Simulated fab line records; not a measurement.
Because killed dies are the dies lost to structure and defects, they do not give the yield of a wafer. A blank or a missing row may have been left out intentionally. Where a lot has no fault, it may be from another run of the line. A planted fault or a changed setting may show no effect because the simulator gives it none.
What tool caused it? ; flow sky130 ; Sampling: 12 lots, 36 wafers, 6 of 708 route steps

WHAT THE GAUGES SHOWED, per wafer
SKY_LDD_LDN_OVL_MEAS_07. Usual: LDD_LDN_OVL 1.0 nm, standard deviation 1.4.
lot;measured;on;LDD_LDN_OVL (nm);flag
L855;day 22 19:14;overlay-02;1.3 2.5 3.0;
L856;day 23 09:08;overlay-02;-0.3 -1.9 -1.2;
L860;day 24 20:53;overlay-01;1.7 1.4 0.4;
L861;day 25 06:43;overlay-01;0.5 2.5 2.9;
L862;day 25 15:30;overlay-02;0.3 -0.8 0.6;
L863;day 25 19:17;overlay-01;-0.3 0.4 -0.3;
L864;day 26 01:23;overlay-01;2.1 2.2 1.3;
L869;day 28 02:11;overlay-01;-1.5 0.0 0.3;
L870;day 28 07:35;overlay-01;1.5 3.5 3.5;
L871;day 28 19:26;overlay-01;0.4 1.5 0.9;
L872;day 28 20:32;overlay-02;-1.3 0.3 0.7;
L877;day 30 14:44;overlay-02;1.3 0.1 1.7;

SKY_LDD_LDN_TW_MEAS_13. Usual: LDD_LDN_TW 1485, standard deviation 15.
lot;measured;on;LDD_LDN_TW;flag
L855;day 22 20:01;film-metro-01;1484 1482 1483;
L856;day 23 09:55;film-metro-03;1476 1488 1469;
L860;day 24 21:37;film-metro-01;1486 1482 1484;
L861;day 25 07:28;film-metro-03;1467 1469 1471;
L862;day 25 16:14;film-metro-04;1501 1501 1504;
L863;day 25 20:01;film-metro-01;1479 1472 1474;
L864;day 26 02:07;film-metro-03;1477 1480 1485;
L869;day 28 02:55;film-metro-04;1510 1513 1510;
L870;day 28 08:19;film-metro-04;1500 1507 1507;
L871;day 28 20:10;film-metro-03;1481 1489 1474;
L872;day 28 21:16;film-metro-03;1480 1477 1471;
L877;day 30 15:28;film-metro-01;1489 1478 1485;

SKY_SD_N_RS_MEAS_16: measurement is done with a four-point probe. Usual: SD_N_RS 68.55 ohm/sq, standard deviation 0.11.
lot;measured;on;SD_N_RS (ohm/sq);flag
L855;day 27 20:58;film-metro-02;68.39 68.50 68.59;
L856;day 28 08:53;film-metro-02;68.66 68.63 68.57;
L860;day 29 19:44;film-metro-02;68.48 68.47 68.61;
L861;day 30 05:50;film-metro-02;68.54 68.53 68.71;
L862;day 30 13:34;film-metro-01;68.71 68.64 68.60;
L863;day 30 16:28;film-metro-02;68.57 68.59 68.55;
L864;day 30 22:35;film-metro-02;68.55 68.63 68.69;
L869;day 32 21:49;film-metro-02;68.61 68.49 68.49;
L870;day 33 03:36;film-metro-01;72.36 72.37 72.42;OFF
L871;day 33 14:04;film-metro-01;68.52 68.58 68.67;
L872;day 33 16:40;film-metro-04;72.35 72.06 72.36;OFF
L877;day 35 05:35;film-metro-04;68.55 68.56 68.59;

SKY_SD_N_RS_MEAS_17: measurement is done with a four-point probe. Usual: SD_P_RS 147.1 ohm/sq, standard deviation 0.33.
lot;measured;on;SD_P_RS (ohm/sq);flag
L855;day 27 21:05;film-metro-02;146.6 146.8 146.6;
L856;day 28 09:00;film-metro-02;146.7 146.9 147.0;
L860;day 29 19:52;film-metro-02;147.5 147.6 146.5;
L861;day 30 05:57;film-metro-02;147.2 146.6 147.0;
L862;day 30 13:41;film-metro-01;147.5 147.5 147.1;
L863;day 30 16:35;film-metro-02;146.8 147.4 147.0;
L864;day 30 22:43;film-metro-02;147.3 147.0 147.3;
L869;day 32 21:56;film-metro-02;147.1 147.1 147.0;
L870;day 33 03:43;film-metro-01;168.3 168.7 168.5;OFF
L871;day 33 14:11;film-metro-01;147.2 147.2 147.2;
L872;day 33 16:47;film-metro-04;168.5 167.9 168.2;OFF
L877;day 35 05:42;film-metro-04;147.5 146.9 147.0;

EACH LOT AND THE TOOL THAT RAN IT (in order: tool; ch and the chambers of the sampled wafers; start)
lot;SKY_RES_XHIGH_STRIP_08;SKY_SD_N_RTA_14
L855;plasma-asher-04 ch 0,1, day 26 15:10;rtp-anneal-02 ch 0, day 27 20:47
L856;plasma-asher-04 ch 0,1, day 27 03:53;rtp-anneal-01 ch 0, day 28 08:42
L860;plasma-asher-03 ch 0,1, day 28 14:37;rtp-anneal-01 ch 0, day 29 19:34
L861;plasma-asher-02 ch 0,1, day 29 00:53;rtp-anneal-02 ch 0, day 30 05:39
L862;plasma-asher-03 ch 0,1, day 29 08:43;rtp-anneal-01 ch 0, day 30 13:22
L863;plasma-asher-03 ch 0,1, day 29 11:16;rtp-anneal-02 ch 0, day 30 16:18
L864;plasma-asher-04 ch 0,1, day 29 17:43;rtp-anneal-01 ch 0, day 30 22:24
L869;plasma-asher-04 ch 0,1, day 31 17:41;rtp-anneal-02 ch 0, day 32 21:38
L870;plasma-asher-03 ch 0,1, day 31 23:23;rtp-anneal-01 ch 0, day 33 03:25
L871;plasma-asher-04 ch 0,1, day 32 09:53;rtp-anneal-02 ch 0, day 33 13:52
L872;plasma-asher-02 ch 0,1, day 32 12:25;rtp-anneal-01 ch 0, day 33 16:30
L877;plasma-asher-03 ch 0,1, day 34 02:56;rtp-anneal-02 ch 0, day 35 05:25
- SKY_RES_XHIGH_STRIP_08: strips in O2/N2.
- SKY_SD_N_RTA_14: time 2 s.

WHAT THE TOOLS THEMSELVES READ (means of the sampled wafers that have a number; where no wafer has one, the mark that the record gives instead)
SKY_RES_XHIGH_STRIP_08. Usual: drypump-motor-current-A 5.9 A, standard deviation 0.46; oes-product-au 0.711 a.u., standard deviation 0.0042; strip-time-to-endpoint-s 14.27 s, standard deviation 0.044.
lot;tool;drypump-motor-current-A (A);oes-product-au (a.u.);strip-time-to-endpoint-s (s);flag
L855;plasma-asher-04;5.8;0.714;14.27;
L856;plasma-asher-04;5.8;0.711;14.28;
L860;plasma-asher-03;5.9;0.709;14.35;
L861;plasma-asher-02;6.1;0.715;14.26;
L862;plasma-asher-03;6.1;0.709;14.27;
L863;plasma-asher-03;6.1;0.708;14.28;
L864;plasma-asher-04;5.7;0.712;14.27;
L869;plasma-asher-04;5.8;0.711;14.35;
L870;plasma-asher-03;6.1;0.710;14.29;
L871;plasma-asher-04;5.8;0.708;14.22;
L872;plasma-asher-02;5.6;0.712;14.21;
L877;plasma-asher-03;5.9;0.714;14.28;

SKY_SD_N_RTA_14. Usual: lamp-power-pct 15.74 %, standard deviation 0.052; wafer_temp_C_max 1078.1, standard deviation 1.5.
lot;tool;lamp-power-pct (%);wafer_temp_C_max;flag
L855;rtp-anneal-02;15.74;1078.3;
L856;rtp-anneal-01;15.73;1078.1;
L860;rtp-anneal-01;15.73;1077.2;
L861;rtp-anneal-02;15.73;1078.5;
L862;rtp-anneal-01;15.73;1078.0;
L863;rtp-anneal-02;15.69;1077.7;
L864;rtp-anneal-01;15.74;1079.4;
L869;rtp-anneal-02;15.71;1078.4;
L870;rtp-anneal-01;14.95;1078.5;OFF
L871;rtp-anneal-02;15.74;1077.2;
L872;rtp-anneal-01;14.91;1078.6;OFF
L877;rtp-anneal-02;15.77;1077.9;

THE ANSWER, worked out from the rows above alone
Rule: take the mean of a lot's wafers that have a number; if it is more than 3 standard deviations from the usual mean, the lot is off. A lot without any number at a reading at which 4 lots or more have one is off too. All remaining lots with rows at the step are treated as sound. Order of review: gauges by route order, followed by the tools' own readings, for which a lot's mean as printed above is used. At the first step where some lot is off, the reading lying furthest off is the one used; lots without a number count as furthest.
Off: L870, L872, seen at SKY_SD_N_RS_MEAS_16 (SD_N_RS).
If a tool, at a process step before that reading, ran all the lots that are off and no sound lot after the first of them, it fits. Not tried: the gauges at SKY_SD_N_RS_MEAS_16; whatever is off there is also off at SKY_SD_N_RTA_14, on other tools, and gauge error can't account for it. One fits: SKY_SD_N_RTA_14 on rtp-anneal-01. A fault onset in the window from L864 (day 30 22:24, its last sound lot) to L870 (day 33 03:25, its first lot off) fits.
On the lots that are off, the tool's own readings at SKY_SD_N_RTA_14 differ by more than 5 times the standard deviation of the sound lots' means, which bears it out; lamp-power-pct reads 14.93 % there versus 15.73 % on the sound lots.

WHAT WAS PUT IN BY THE SIMULATOR
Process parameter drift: rtp-anneal-01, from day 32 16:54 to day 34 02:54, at SKY_SD_N_RTA_14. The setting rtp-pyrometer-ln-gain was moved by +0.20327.
Shown lots that were struck: L870, L872. Same finding as the rule above.
